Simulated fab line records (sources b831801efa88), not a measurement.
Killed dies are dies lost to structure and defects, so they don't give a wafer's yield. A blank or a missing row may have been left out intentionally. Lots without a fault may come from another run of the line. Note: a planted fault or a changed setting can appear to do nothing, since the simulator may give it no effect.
fab line records	flow sky130
record: lots: 4	wafers: 12	last_day: 47
route steps=708 shown VT_ADJUST_LVTN@98 VT_ADJUST_NCORE@119 VT_ADJUST_HVTR@131 VT_ADJUST_PCH@153 SONOS_TUNNEL@166 PAD_OPEN@708
lots that met no fault: from a run of the same line without faults
start_h: hours from the record's opening day to when the first of the lot's shown wafers began	wait_h: time in hours since the lot's previous step	" identical to the entry in the row above	L1.1+2: one row covering several wafers at once	- value missing, or start not given	* or withheld: withheld	< > ~ a bound
route shown NAME@n: NAME is a module with steps in the file, n the number in the route of the first one	usual: mean/standard deviation of fault-free wafers	same: alike in all rows	chamber/n: place in a boat	sites: per-site readings	_std_site: the values' standard deviation	_edge_site: the outer-site mean with the inner-site mean subtracted	radius_mm: how far each site lies from the wafer's centre	mask NAME#n: copy n	behind: the last tool/chamber to shape the wafer	hold: what put the lot on hold/how long, in hours/how the hold closed	device: the transistor (n, p or np) that didn't switch	end of line: at the end of the route, the tests of the same wafers	a step given without rows: its recipe and nothing more	killed: at the first sort, the dies lost to defects and structure; wafer yield is something else	map: a wafer's dies, x killed, . not, _ none there
set.NAME: setting as actually run; set.NAME@STEP: the setting as run at that earlier step	model.NAME: the simulator's own value behind a step, which no gauge read
a table for each step, a row for each wafer; lots at some steps of the route
== steps ==
step: SKY_VT_ADJUST_LVTN_HMDS_01
recipe: prime_time_s: 60	prime_temp_c: 120
step: SKY_VT_ADJUST_LVTN_COAT_02
recipe: spin_rpm: 2000	resist_thk_nm: 3000
step: SKY_VT_ADJUST_LVTN_SOFTBAKE_03
recipe: temp_c: 110	time_s: withheld
step: SKY_VT_ADJUST_LVTN_EXPOSE_04
recipe: mask_id: NWM_COMPLEMENT_LESS_NATIVE	na: 0.6	source_shape: conventional	sigma_outer: 0.6	polarization: unpolarized	target_cd_nm: 840	dose_mj: 190.4
step: SKY_VT_ADJUST_LVTN_PEB_05
recipe: temp_c: 115	time_s: withheld
step: SKY_VT_ADJUST_LVTN_DEVELOP_06
recipe: wall_angle_deg: 90	developer: TMAH	develop_time_s: 60	dev_temp_c: 23
step: SKY_VT_ADJUST_LVTN_IMPLANT_08
recipe: species: B	energy_kev: 30	dose_cm2: 1.57e+12	tilt_deg: withheld
step: SKY_VT_ADJUST_LVTN_STRIP_09
recipe: chemistry: O2/N2	power_w: 1400	pressure_mtorr: 1500	platen_temp_c: withheld	o2_flow_sccm: 3000	n2_flow_sccm: 300	overash_fraction: 0.5
step: SKY_VT_ADJUST_LVTN_DEHYDRATE_11
recipe: temp_c: 200	time_s: 60
step: SKY_VT_ADJUST_LVTN_HMDS_12
recipe: prime_time_s: 60	prime_temp_c: 120
step: SKY_VT_ADJUST_LVTN_COAT_13
recipe: resist: NOVOLAK	spin_rpm: 3000	resist_thk_nm: 1140
usual: chill_plate_temp_C: 22.99/0.094	dispense_pressure_kPa: 49.4/1.2
lot.wafer	tool	chamber	start_h	wait_h	chill_plate_temp_C	dispense_pressure_kPa
L632.1	litho_track-02	0	159.24	0.1	22.94	49.5
L632.3	"	0	"	"	22.84	49.5
L632.6	"	0	"	"	22.87	49.5
L637.1	litho_track-02	-	189.79	0.1	-	-
L637.2	"	-	"	"	-	-
L637.3	"	-	"	"	-	-
L638.4	litho_track-03	-	199.68	0.1	-	-
L638.5	"	-	"	"	-	-
L638.6	"	-	"	"	-	-
L640.1	litho_track-04	0	211.83	0.1	23.01	48.0
L640.3	"	0	"	"	23.13	48.0
L640.5	"	0	"	"	23.00	48.0
step: SKY_VT_ADJUST_LVTN_SOFTBAKE_14
recipe: temp_c: 90	time_s: 60	resist: NOVOLAK
step: SKY_VT_ADJUST_LVTN_EXPOSE_15
recipe: mask_id: HVN_STD_DERIVED	na: 0.6	source_shape: conventional	sigma_outer: 0.6	polarization: unpolarized	target_cd_nm: 600	dose_mj: 163
step: SKY_VT_ADJUST_LVTN_PEB_16
recipe: temp_c: withheld	time_s: *	resist: NOVOLAK
step: SKY_VT_ADJUST_LVTN_DEVELOP_17
recipe: resist: NOVOLAK	developer: TMAH	develop_time_s: 60	dev_temp_c: 23
step: SKY_VT_ADJUST_LVTN_OVL_MEAS_18
usual: VT_ADJUST_LVTN_01_OVL: 0.0/1.4
lot.wafer	tool	chamber	start_h	wait_h	VT_ADJUST_LVTN_01_OVL[nm]
L632.1	overlay-01	-	169.25	0.1	0.1
L632.3	"	-	"	"	-0.9
L632.6	"	-	"	"	1.0
L637.1	overlay-01	-	200.88	0.1	-
L637.2	"	-	"	"	-
L637.3	"	-	"	"	-
L638.4	overlay-01	-	210.41	0.1	-
L638.5	"	-	"	"	-
L638.6	"	-	"	"	-
L640.1	overlay-02	-	223.23	0.1	1.2
L640.3	"	-	"	"	-0.3
L640.5	"	-	"	"	1.8
step: SKY_VT_ADJUST_LVTN_IMPLANT_19
recipe: species: B	energy_kev: 30	dose_cm2: 6.5e+11	tilt_deg: withheld
step: SKY_VT_ADJUST_LVTN_STRIP_20
recipe: chemistry: O2/N2	power_w: 1400	pressure_mtorr: 1500	platen_temp_c: withheld	o2_flow_sccm: 3000	n2_flow_sccm: 300	overash_fraction: 0.5
step: SKY_VT_ADJUST_NCORE_DEHYDRATE_00
recipe: temp_c: 200	time_s: 60
step: SKY_VT_ADJUST_NCORE_HMDS_01
recipe: prime_time_s: 60	prime_temp_c: 120
step: SKY_VT_ADJUST_NCORE_COAT_02
recipe: resist: NOVOLAK	spin_rpm: 3000	resist_thk_nm: 1140
step: SKY_VT_ADJUST_NCORE_SOFTBAKE_03
recipe: temp_c: 90	time_s: 60	resist: NOVOLAK
step: SKY_VT_ADJUST_NCORE_EXPOSE_04
recipe: mask_id: LVTN_COMPLEMENT_THIN	na: 0.6	source_shape: conventional	sigma_outer: 0.6	polarization: unpolarized	target_cd_nm: 380	dose_mj: 139
step: SKY_VT_ADJUST_NCORE_PEB_05
recipe: temp_c: withheld	time_s: *	resist: NOVOLAK
step: SKY_VT_ADJUST_NCORE_DEVELOP_06
recipe: resist: NOVOLAK	developer: TMAH	develop_time_s: 60	dev_temp_c: 23
step: SKY_VT_ADJUST_NCORE_IMPLANT_09
recipe: species: B	energy_kev: 10	dose_cm2: 2.4e+12	tilt_deg: withheld
step: SKY_VT_ADJUST_NCORE_STRIP_10
recipe: chemistry: O2/N2	power_w: 1400	pressure_mtorr: 1500	platen_temp_c: withheld	o2_flow_sccm: 3000	n2_flow_sccm: 300	overash_fraction: 0.5
step: SKY_VT_ADJUST_NCORE_TW_MEAS_11
usual: VT_ADJUST_NCORE_TW: 220.2/2.5
lot.wafer	tool	chamber	start_h	wait_h	VT_ADJUST_NCORE_TW
L632.1	film_metro-04	-	190.51	0.1	224.6
L632.3	"	-	"	"	225.3
L632.6	"	-	"	"	224.8
L637.1	film_metro-02	-	223.60	0.1	248.4
L637.2	"	-	"	"	250.7
L637.3	"	-	"	"	248.5
L638.4	film_metro-01	-	234.10	0.1	250.1
L638.5	"	-	"	"	250.9
L638.6	"	-	"	"	249.3
L640.1	film_metro-04	-	246.71	0.1	224.1
L640.3	"	-	"	"	226.2
L640.5	"	-	"	"	224.1
step: SKY_VT_ADJUST_HVTR_DEHYDRATE_00
recipe: temp_c: 200	time_s: 60
step: SKY_VT_ADJUST_HVTR_HMDS_01
recipe: prime_time_s: 60	prime_temp_c: 120
step: SKY_VT_ADJUST_HVTR_COAT_02
recipe: resist: NOVOLAK	spin_rpm: 3000	resist_thk_nm: 1140
step: SKY_VT_ADJUST_HVTR_SOFTBAKE_03
recipe: temp_c: 89.22	time_s: 60	resist: NOVOLAK
step: SKY_VT_ADJUST_HVTR_EXPOSE_04
recipe: mask_id: HVTRM	target_cd_nm: 380	na: 0.6	source_shape: conventional	sigma_outer: 0.6	dose_mj: 150
step: SKY_VT_ADJUST_HVTR_PEB_05
recipe: temp_c: withheld	time_s: *	resist: NOVOLAK
step: SKY_VT_ADJUST_HVTR_DEVELOP_06
recipe: develop_time_s: 60	dev_temp_c: 23
step: SKY_VT_ADJUST_HVTR_TW_MEAS_11
usual: VT_ADJUST_HVTR_TW: 209.4/1.9
lot.wafer	tool	chamber	start_h	wait_h	VT_ADJUST_HVTR_TW
L632.1	film_metro-03	-	212.84	0.1	206.6
L632.3	"	-	"	"	207.7
L632.6	"	-	"	"	208.5
L637.1	film_metro-02	-	246.59	0.1	244.1
L637.2	"	-	"	"	243.2
L637.3	"	-	"	"	244.4
L638.4	film_metro-01	-	258.17	0.1	243.8
L638.5	"	-	"	"	241.9
L638.6	"	-	"	"	243.2
L640.1	film_metro-01	-	270.60	0.1	209.2
L640.3	"	-	"	"	210.5
L640.5	"	-	"	"	210.5
step: SKY_VT_ADJUST_PCH_TW_MEAS_10
usual: VT_ADJUST_PCH_TW: 142.8/2.1
lot.wafer	tool	chamber	start_h	wait_h	VT_ADJUST_PCH_TW
L632.1	film_metro-04	-	235.52	0.1	145.4
L632.3	"	-	"	"	145.1
L632.6	"	-	"	"	144.9
L637.1	film_metro-04	-	269.82	0.1	208.3
L637.2	"	-	"	"	207.6
L637.3	"	-	"	"	207.9
L638.4	film_metro-03	-	282.00	0.1	202.3
L638.5	"	-	"	"	201.9
L638.6	"	-	"	"	202.0
L640.1	film_metro-04	-	296.02	0.1	144.8
L640.3	"	-	"	"	145.1
L640.5	"	-	"	"	144.8
step: SKY_SONOS_TUNNEL_TW_MEAS_12
usual: SONOS_TUNNEL_TW: 195.6/2.7
lot.wafer	tool	chamber	start_h	wait_h	SONOS_TUNNEL_TW
L632.1	film_metro-03	-	260.04	0.0	193.5
L632.3	"	-	"	"	193.3
L632.6	"	-	"	"	193.4
L637.1	film_metro-03	-	295.68	0.0	229.8
L637.2	"	-	"	"	230.1
L637.3	"	-	"	"	228.8
L638.4	film_metro-03	-	307.75	0.0	227.7
L638.5	"	-	"	"	228.6
L638.6	"	-	"	"	228.9
L640.1	film_metro-03	-	322.10	0.0	192.4
L640.3	"	-	"	"	191.5
L640.5	"	-	"	"	191.8
step: SKY_PAD_OPEN_PROBE_99
usual: killed_at_M0_to_M3: 42/7	killed_at_M4_up: 3.2/1.6	killed_at_contacts: 24/5.8	killed_at_front_end: 16/4.3	killed_at_other: 0.3/0.62	killed_dies: 86/9.5	killed_on_rim: 17/3.7	killed_open: 46/6.4	killed_short: 39/6.3
same: gross_dies: 492	killed_at_back_side: 0
lot.wafer	tool	chamber	start_h	wait_h	killed_at_M0_to_M3	killed_at_M4_up	killed_at_contacts	killed_at_front_end	killed_at_other	killed_dies	killed_on_rim	killed_open	killed_short	model.etest.nfet_16v.r_on_ohm_um	model.etest.res_pwde_under_gate.rs_ohm_sq	model.etest.pfet_g5v0d10v5.r_on_ohm_um	model.etest.tip_p.rs_ohm_sq	model.etest.tip_sonos.rs_ohm_sq	model.etest.tip_p_5v.rs_ohm_sq	model.etest.nfet_05v0_nvt.drive_ua_um	model.etest.sonos_uncharged.r_on_ohm_um
L632.1	prober-01	-	1084.45	0.1	60	5	23	17	0	105	23	62	43	1.425e+04	6266	4695	6929	2652	2820	573.8	786.8
L632.3	prober-01	-	1084.55	0.2	44	3	25	11	0	83	15	46	36	1.412e+04	6206	4749	6910	2673	2812	579.8	836.1
L632.6	prober-01	-	1084.70	0.2	41	2	19	17	0	79	15	35	44	1.421e+04	6217	4699	6777	2665	2815	578.4	821.6
L637.1	prober-01	-	1114.38	0.1	56	2	30	404	0	492	96	53	48	1.554e+04	5578	4460	6759	2779	2787	531.3	827
L637.2	prober-01	-	1114.43	0.1	32	2	25	432	1	492	96	34	36	1.586e+04	5547	4550	6724	2808	2759	528.3	857.4
L637.3	prober-01	-	1114.48	0.2	44	4	19	425	0	492	96	48	40	1.574e+04	5545	4509	6706	2756	2768	529.7	855.7
L638.4	prober-01	-	1121.85	0.2	30	5	26	431	0	492	96	41	37	1.55e+04	5507	4517	6751	2901	2819	535.5	820.9
L638.5	prober-01	-	1121.90	0.2	38	1	23	430	0	492	96	38	35	1.553e+04	5555	4467	6801	2849	2821	532.6	851
L638.6	prober-01	-	1121.95	0.2	41	4	22	425	0	492	96	42	46	1.54e+04	5555	4439	6754	2844	2809	533.8	856.5
L640.1	prober-02	-	1132.97	0.1	37	6	21	14	0	78	14	48	30	1.413e+04	6149	4712	6729	2671	2865	579	822.2
L640.3	prober-02	-	1133.07	0.2	38	2	27	18	1	86	24	42	44	1.395e+04	6124	4692	6725	2675	2856	584.8	810
L640.5	prober-02	-	1133.17	0.2	38	4	42	18	0	102	23	64	38	1.396e+04	6201	4668	6709	2672	2861	584.6	813.6
killed by level:class
L632.1 VIA1:geometric_particle:open=16 CONTACT:geometric_particle:open=13 VIA3:geometric_particle:open=9 METAL1:geometric_particle:short=7 VIA1:geometric_particle:short=7 VIA2:geometric_particle:open=7 FIELD_ISO:geometric_particle:open=4 LI_CONTACT:geometric_particle:open=4
L632.3 LI_CONTACT:geometric_particle:open=8 VIA2:geometric_particle:open=7 VIA3:geometric_particle:open=7 METAL1:geometric_particle:short=6 CONTACT:geometric_particle:open=6 VIA1:geometric_particle:open=6 FIELD_ISO:geometric_particle:open=4 LOCAL_INTERCONNECT:geometric_particle:short=4
L632.6 METAL1:geometric_particle:short=9 CONTACT:geometric_particle:open=7 VIA1:geometric_particle:short=7 FIELD_ISO:geometric_particle:short=6 LI_CONTACT:geometric_particle:open=6 VIA2:geometric_particle:open=6 POLY_GATE:geometric_particle:open=4 METAL2:geometric_particle:short=4
L637.1 VT_ADJUST_LVTN:area_expose=390 CONTACT:geometric_particle:open=9 METAL2:geometric_particle:short=9 VIA1:geometric_particle:short=8 VIA1:geometric_particle:open=8 LI_CONTACT:geometric_particle:open=7 VIA2:geometric_particle:open=7 LI_CONTACT:geometric_particle:short=6
L637.2 VT_ADJUST_LVTN:area_expose=422 CONTACT:geometric_particle:open=9 VIA1:geometric_particle:short=8 LI_CONTACT:geometric_particle:open=7 CONTACT:geometric_particle:short=5 METAL1:geometric_particle:short=5 VIA3:geometric_particle:open=4 VIA2:geometric_particle:open=4
L637.3 VT_ADJUST_LVTN:area_expose=403 VIA1:geometric_particle:open=12 VIA2:geometric_particle:open=7 CONTACT:geometric_particle:short=6 CONTACT:geometric_particle:open=6 VIA3:geometric_particle:short=6 POLY_GATE:geometric_particle:open=5 VIA3:geometric_particle:open=5
L638.4 VT_ADJUST_LVTN:area_expose=414 VIA2:geometric_particle:open=9 LI_CONTACT:geometric_particle:open=7 CONTACT:geometric_particle:open=6 POLY_GATE:geometric_particle:short=5 LOCAL_INTERCONNECT:geometric_particle:short=5 FIELD_ISO:geometric_particle:open=4 POLY_GATE:geometric_particle:open=4
L638.5 VT_ADJUST_LVTN:area_expose=419 VIA3:geometric_particle:open=9 CONTACT:geometric_particle:open=7 FIELD_ISO:geometric_particle:short=6 LOCAL_INTERCONNECT:geometric_particle:short=5 CONTACT:geometric_particle:short=5 VIA2:geometric_particle:open=5 VIA1:geometric_particle:open=5
L638.6 VT_ADJUST_LVTN:area_expose=404 LI_CONTACT:geometric_particle:open=10 FIELD_ISO:geometric_particle:short=8 METAL1:geometric_particle:short=7 VIA2:geometric_particle:open=6 METAL2:geometric_particle:short=5 VIA1:geometric_particle:open=5 VIA3:geometric_particle:open=5
L640.1 VIA1:geometric_particle:open=8 LI_CONTACT:geometric_particle:open=8 CONTACT:geometric_particle:open=7 METAL1:geometric_particle:short=7 FIELD_ISO:geometric_particle:open=6 VIA3:geometric_particle:open=6 VIA2:geometric_particle:open=6 FIELD_ISO:geometric_particle:short=3
L640.3 VIA3:geometric_particle:open=10 LI_CONTACT:geometric_particle:open=8 CONTACT:geometric_particle:open=7 LOCAL_INTERCONNECT:geometric_particle:short=6 FIELD_ISO:geometric_particle:open=5 FIELD_ISO:geometric_particle:short=5 CONTACT:geometric_particle:short=4 METAL1:geometric_particle:short=4
L640.5 LI_CONTACT:geometric_particle:open=14 CONTACT:geometric_particle:open=12 VIA2:geometric_particle:open=12 FIELD_ISO:geometric_particle:open=6 CONTACT:geometric_particle:short=6 LI_CONTACT:geometric_particle:short=5 LOCAL_INTERCONNECT:geometric_particle:short=5 METAL1:geometric_particle:short=5
map L637.1 (x killed, . not)
__________xxxxxxxxxx_________
________xxxxxxxxxxxxxx_______
______xxxxxxxxxxxxxxxxxx_____
_____xxxxxxxxxxxxxxxxxxxx____
____xxxxxxxxxxxxxxxxxxxxxx___
___xxxxxxxxxxxxxxxxxxxxxxxx__
__xxxxxxxxxxxxxxxxxxxxxxxxxx_
_xxxxxxxxxxxxxxxxxxxxxxxxxxxx
_xxxxxxxxxxxxxxxxxxxxxxxxxxxx
_xxxxxxxxxxxxxxxxxxxxxxxxxxxx
_xxxxxxxxxxxxxxxxxxxxxxxxxxxx
_xxxxxxxxxxxxxxxxxxxxxxxxxxxx
_xxxxxxxxxxxxxxxxxxxxxxxxxxxx
_xxxxxxxxxxxxxxxxxxxxxxxxxxxx
_xxxxxxxxxxxxxxxxxxxxxxxxxxxx
__xxxxxxxxxxxxxxxxxxxxxxxxxx_
___xxxxxxxxxxxxxxxxxxxxxxxx__
____xxxxxxxxxxxxxxxxxxxxxx___
_____xxxxxxxxxxxxxxxxxxxx____
______xxxxxxxxxxxxxxxxxx_____
________xxxxxxxxxxxxxx_______
__________xxxxxxxxxx_________
map L638.4 (x killed, . not)
__________xxxxxxxxxx_________
________xxxxxxxxxxxxxx_______
______xxxxxxxxxxxxxxxxxx_____
_____xxxxxxxxxxxxxxxxxxxx____
____xxxxxxxxxxxxxxxxxxxxxx___
___xxxxxxxxxxxxxxxxxxxxxxxx__
__xxxxxxxxxxxxxxxxxxxxxxxxxx_
_xxxxxxxxxxxxxxxxxxxxxxxxxxxx
_xxxxxxxxxxxxxxxxxxxxxxxxxxxx
_xxxxxxxxxxxxxxxxxxxxxxxxxxxx
_xxxxxxxxxxxxxxxxxxxxxxxxxxxx
_xxxxxxxxxxxxxxxxxxxxxxxxxxxx
_xxxxxxxxxxxxxxxxxxxxxxxxxxxx
_xxxxxxxxxxxxxxxxxxxxxxxxxxxx
_xxxxxxxxxxxxxxxxxxxxxxxxxxxx
__xxxxxxxxxxxxxxxxxxxxxxxxxx_
___xxxxxxxxxxxxxxxxxxxxxxxx__
____xxxxxxxxxxxxxxxxxxxxxx___
_____xxxxxxxxxxxxxxxxxxxx____
______xxxxxxxxxxxxxxxxxx_____
________xxxxxxxxxxxxxx_______
__________xxxxxxxxxx_________
== key ==
first_sign: step: SKY_VT_ADJUST_LVTN_COAT_13	reading: tool_record	direction: missing
effect: step: SKY_VT_ADJUST_LVTN_OVL_MEAS_18	reading: VT_ADJUST_LVTN_01_OVL	direction: missing
effect: step: SKY_VT_ADJUST_NCORE_TW_MEAS_11	reading: VT_ADJUST_NCORE_TW	direction: up	sigmas: 12	usual: 220.2	struck: 249.7
effect: step: SKY_VT_ADJUST_HVTR_TW_MEAS_11	reading: VT_ADJUST_HVTR_TW	direction: up	sigmas: 18	usual: 209.4	struck: 243.4
effect: step: SKY_VT_ADJUST_PCH_TW_MEAS_10	reading: VT_ADJUST_PCH_TW	direction: up	sigmas: 29	usual: 142.8	struck: 205.0
effect: step: SKY_SONOS_TUNNEL_TW_MEAS_12	reading: SONOS_TUNNEL_TW	direction: up	sigmas: 12	usual: 195.6	struck: 229.0
effect: step: SKY_PAD_OPEN_PROBE_99	reading: killed_at_front_end	direction: up	sigmas: 95	usual: 16	struck: 424
model_effect: step: SKY_PAD_OPEN_PROBE_99	value: etest.nfet_16v.r_on_ohm_um	without: 1.405e+04	struck: 1.559e+04
more_kills_born_at: SKY_VT_ADJUST_LVTN_EXPOSE_15@iline_stepper-02: 2452
met_at SKY_VT_ADJUST_LVTN_COAT_13
struck_wafers L637.1,L637.2,L637.3,L638.4,L638.5,L638.6
tester_left_out L637,L638
onset_between 159.24 189.79
fault: kind: skipped_step_whole	tool: litho_track-02,litho_track-03	chamber: -	onset_h: 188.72	steps: SKY_VT_ADJUST_LVTN_COAT_13	scope: struck_lots_only
tester_left_out: of these lots the tester's yield and bins aren't shown, on N5 and GAA mostly nor the transistor test; their killed dies are dies lost to structure and defects alone, not to doping, threshold or leakage, so they don't give the yield
